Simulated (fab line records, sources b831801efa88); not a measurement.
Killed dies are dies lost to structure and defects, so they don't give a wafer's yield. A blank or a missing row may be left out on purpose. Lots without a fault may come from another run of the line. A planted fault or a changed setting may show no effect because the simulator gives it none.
Problem report in the 8D (eight disciplines) form, filled by code | flow gf180mcu | the parts of the form that need people (team, actions taken, sign-off) are left out

1. THE PROBLEM
spin_speed_rpm at GF_VT_IMPLANT_COAT_24 reads a mean of 3410.9 rpm on 6 wafers of 2 lots; wafers without a fault read 2999.9 rpm with a standard deviation of 1.7. That is +99 or more standard deviations from the usual mean.
The step: resist thk 1000 nm.
First seen on wafer L919.1, day 11 00:27, on litho_track-02. The record holds 36 wafers of 12 lots with a number at this step. Rule for "out", or "out of limits": more than 4 standard deviations from the usual mean. The other wafers with a number count as sound.

2. WHAT IT IS AND WHAT IT IS NOT
question                    | is                     | is not
which readings at this step | spin_speed_rpm         | -
which lots                  | L919, L920             | L903, L906, L907, L909, L911, L912, L913, L918, L922, L926
which wafers of those lots  | all that have a number | -
read on which tools         | litho_track-02         | litho_track-03, litho_track-04
when                        | from day 11 00:27      | up to then (24 sound wafers); but 6 sound wafers of L922, L926 came after

3. SUSPECTS, AND WHAT RULES EACH OUT
Counting: a tool at a process step up to the reading stays a suspect if it ran every lot that is out and no sound lot after the first of them.
- litho_track-02 at GF_VT_IMPLANT_COAT_24 (resist thk 1000 nm): kept. It ran every lot that is out, first L919 (day 11 00:27), and no sound lot after that; its last sound lot up to then is L918 (day 10 20:18). Its own readings are out on those wafers: spin_speed_rpm.
Left after counting: litho_track-02 at GF_VT_IMPLANT_COAT_24.

4. THE CAUSE (what the simulator had put in)
Process parameter drift: litho_track-02, from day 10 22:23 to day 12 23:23, at GF_VT_IMPLANT_COAT_24. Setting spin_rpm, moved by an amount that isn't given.
Counting left only this tool.

5. THE CHAIN OF EFFECTS, in route order
Each row: a reading whose mean over the struck wafers that have a number lies more than 3 standard deviations from the usual. Only readings for which the record gives a usual standard deviation are gone through. hours: the time from each lot's start at the first step in this table that gives one to its start at this step, as a median over the lots. sigmas: the change in usual standard deviations.
hours | step                   | reading                  | usual      | on struck wafers | change | sigmas
0     | GF_VT_IMPLANT_COAT_24  | spin_speed_rpm           | 2999.9 rpm | 3410.9           | +411.0 | +99 or more
10    | GF_VT_IMPLANT_STRIP_31 | strip_time_to_endpoint_s | 12.63 s    | 11.88            | -0.75  | -23
The process steps in it:
- GF_VT_IMPLANT_COAT_24: resist thk 1000 nm.
- GF_VT_IMPLANT_STRIP_31: strips in O2/N2.
Later measuring or inspecting steps at which every struck wafer that the step has a row for has a number for every such reading, and none has moved that far: GF_HV_LDD_CD_MEAS_46.

6. WHAT WOULD HAVE CAUGHT IT SOONER
In this record the first reading out of limits was taken at day 11 00:27, 2 hours after the fault began at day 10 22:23.
